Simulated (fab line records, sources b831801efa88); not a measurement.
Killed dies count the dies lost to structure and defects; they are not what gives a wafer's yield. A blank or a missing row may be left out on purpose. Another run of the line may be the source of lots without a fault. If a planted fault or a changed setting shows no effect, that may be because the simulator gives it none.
Split-lot trial :: flow sky130 :: route with 708 steps; 5 lots, 23 wafers read

SPLIT DETAILS
At SKY_PWDE_SOFTBAKE_03, the setting tempC was moved away from the recipe's 110 C on 9 of the 23 wafers read, by -1.3% to +3.3%. The other wafers ran this setting at the recipe's value.

There is no step in the file separating the split from the reading.

THE READING
coat_of_PWDE_COAT_02.thkNm (the simulator's own value, which no gauge read), in nm, at SKY_PWDE_DEVELOP_06 (develop time 60 s). The file does not state a usual value for it. Average 3000 nm, standard deviation 8.6 nm, over the 14 wafers here run with the recipe.

wafer: L077.1
tool, chamber at the split: lithoTrack-01, 0
tempC as run, C: 110
against the recipe: recipe
coat_of_PWDE_COAT_02.thkNm, nm: 2994
against lot-mates on the recipe: -

wafer: L077.2
tool, chamber at the split: lithoTrack-01, 0
tempC as run, C: 111.8
against the recipe: +1.6%
coat_of_PWDE_COAT_02.thkNm, nm: 2983
against lot-mates on the recipe: -10

wafer: L077.3
tool, chamber at the split: lithoTrack-01, 0
tempC as run, C: 111.8
against the recipe: +1.6%
coat_of_PWDE_COAT_02.thkNm, nm: 2984
against lot-mates on the recipe: -9

wafer: L077.5
tool, chamber at the split: lithoTrack-01, 0
tempC as run, C: 110
against the recipe: recipe
coat_of_PWDE_COAT_02.thkNm, nm: 2993
against lot-mates on the recipe: -

wafer: L077.6
tool, chamber at the split: lithoTrack-01, 0
tempC as run, C: 110
against the recipe: recipe
coat_of_PWDE_COAT_02.thkNm, nm: 2992
against lot-mates on the recipe: -

wafer: L080.2
tool, chamber at the split: lithoTrack-02, 0
tempC as run, C: 110
against the recipe: recipe
coat_of_PWDE_COAT_02.thkNm, nm: 2994
against lot-mates on the recipe: -

wafer: L080.4
tool, chamber at the split: lithoTrack-02, 0
tempC as run, C: 110
against the recipe: recipe
coat_of_PWDE_COAT_02.thkNm, nm: 2991
against lot-mates on the recipe: -

wafer: L080.5
tool, chamber at the split: lithoTrack-02, 0
tempC as run, C: 110
against the recipe: recipe
coat_of_PWDE_COAT_02.thkNm, nm: 2991
against lot-mates on the recipe: -

wafer: L082.1
tool, chamber at the split: lithoTrack-01, 0
tempC as run, C: 110
against the recipe: recipe
coat_of_PWDE_COAT_02.thkNm, nm: 3010
against lot-mates on the recipe: -

wafer: L082.3
tool, chamber at the split: lithoTrack-01, 0
tempC as run, C: 110
against the recipe: recipe
coat_of_PWDE_COAT_02.thkNm, nm: 3010
against lot-mates on the recipe: -

wafer: L082.4
tool, chamber at the split: lithoTrack-01, 0
tempC as run, C: 110
against the recipe: recipe
coat_of_PWDE_COAT_02.thkNm, nm: 3017
against lot-mates on the recipe: -

wafer: L082.5
tool, chamber at the split: lithoTrack-01, 0
tempC as run, C: 111.1
against the recipe: +1.0%
coat_of_PWDE_COAT_02.thkNm, nm: 3003
against lot-mates on the recipe: -9

wafer: L082.6
tool, chamber at the split: lithoTrack-01, 0
tempC as run, C: 111.1
against the recipe: +1.0%
coat_of_PWDE_COAT_02.thkNm, nm: 3000
against lot-mates on the recipe: -12

wafer: L084.1
tool, chamber at the split: lithoTrack-04, 0
tempC as run, C: 113.6
against the recipe: +3.3%
coat_of_PWDE_COAT_02.thkNm, nm: 2968
against lot-mates on the recipe: -33

wafer: L084.2
tool, chamber at the split: lithoTrack-04, 0
tempC as run, C: 110
against the recipe: recipe
coat_of_PWDE_COAT_02.thkNm, nm: 2992
against lot-mates on the recipe: -

wafer: L084.3
tool, chamber at the split: lithoTrack-04, 0
tempC as run, C: 110
against the recipe: recipe
coat_of_PWDE_COAT_02.thkNm, nm: 3001
against lot-mates on the recipe: -

wafer: L084.5
tool, chamber at the split: lithoTrack-04, 0
tempC as run, C: 113.6
against the recipe: +3.3%
coat_of_PWDE_COAT_02.thkNm, nm: 2971
against lot-mates on the recipe: -30

wafer: L084.6
tool, chamber at the split: lithoTrack-04, 0
tempC as run, C: 110
against the recipe: recipe
coat_of_PWDE_COAT_02.thkNm, nm: 3009
against lot-mates on the recipe: -

wafer: L085.1
tool, chamber at the split: lithoTrack-01, 0
tempC as run, C: 108.6
against the recipe: -1.3%
coat_of_PWDE_COAT_02.thkNm, nm: 3008
against lot-mates on the recipe: +4

wafer: L085.2
tool, chamber at the split: lithoTrack-01, 0
tempC as run, C: 108.6
against the recipe: -1.3%
coat_of_PWDE_COAT_02.thkNm, nm: 3017
against lot-mates on the recipe: +13

wafer: L085.3
tool, chamber at the split: lithoTrack-01, 0
tempC as run, C: 108.6
against the recipe: -1.3%
coat_of_PWDE_COAT_02.thkNm, nm: 3014
against lot-mates on the recipe: +10

wafer: L085.4
tool, chamber at the split: lithoTrack-01, 0
tempC as run, C: 110
against the recipe: recipe
coat_of_PWDE_COAT_02.thkNm, nm: 3008
against lot-mates on the recipe: -

wafer: L085.5
tool, chamber at the split: lithoTrack-01, 0
tempC as run, C: 110
against the recipe: recipe
coat_of_PWDE_COAT_02.thkNm, nm: 3000
against lot-mates on the recipe: -

FIT RESULTS
A straight line over all 23 wafers: coat_of_PWDE_COAT_02.thkNm changes by -9.17 nm for each +1% of tempC; r = -0.81; the points scatter about the line by 7.9 nm.
The same after taking each lot's own level away (the mean of its wafers on the recipe; 23 wafers): -8.58 nm for each +1%; r = -0.93; scatter 4.1 nm.
The reading moves by 28 nm for the largest change in tempC, on that fit.
The lots' own levels span 2992.0 to 3012.3 nm, that is 2.4 times the standard deviation above.
Consequently the slope shifts little with the lot-to-lot level, the two slopes agreeing.
Check: for one of the wafers moved furthest among these (+3.3%), held out of the fit, the line's prediction against its lot-mates is -26.4 nm. Against them it came out at -32.7 nm.

OTHER SPLITS ON THESE WAFERS
Note: prior to the reading, these wafers also went through further splits. Each is held against what the fit with the lots' levels taken away leaves over:
other split on the same wafers: SKY_FIELD_ISO_OXIDATION_01 oxTimeS
wafers away from the commonest value: 15
r with coat_of_PWDE_COAT_02.thkNm (lot level and that fit taken away): +0.16

other split on the same wafers: SKY_FIELD_ISO_STRIP_16 powerW
wafers away from the commonest value: 9
r with coat_of_PWDE_COAT_02.thkNm (lot level and that fit taken away): -0.21

THE WHOLE CHAIN: every reading that the file lists as answering this split, in the file's order
step: SKY_PWDE_DEVELOP_06
what it does: develop time 60 s
reading: coat_of_PWDE_COAT_02.thkNm (the simulator's own value, which no gauge read)
change (the file's fit): -8.84 nm for each +1% of the setting
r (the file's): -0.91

step: SKY_PWDE_STRIP_09
what it does: strips in O2/N2
reading: stripTimeToEndpointS
change (the file's fit): withheld for each +1% of the setting
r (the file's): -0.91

FILE'S OWN FIT
coat_of_PWDE_COAT_02.thkNm changes by -8.84 nm for each +1% of tempC, r = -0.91.
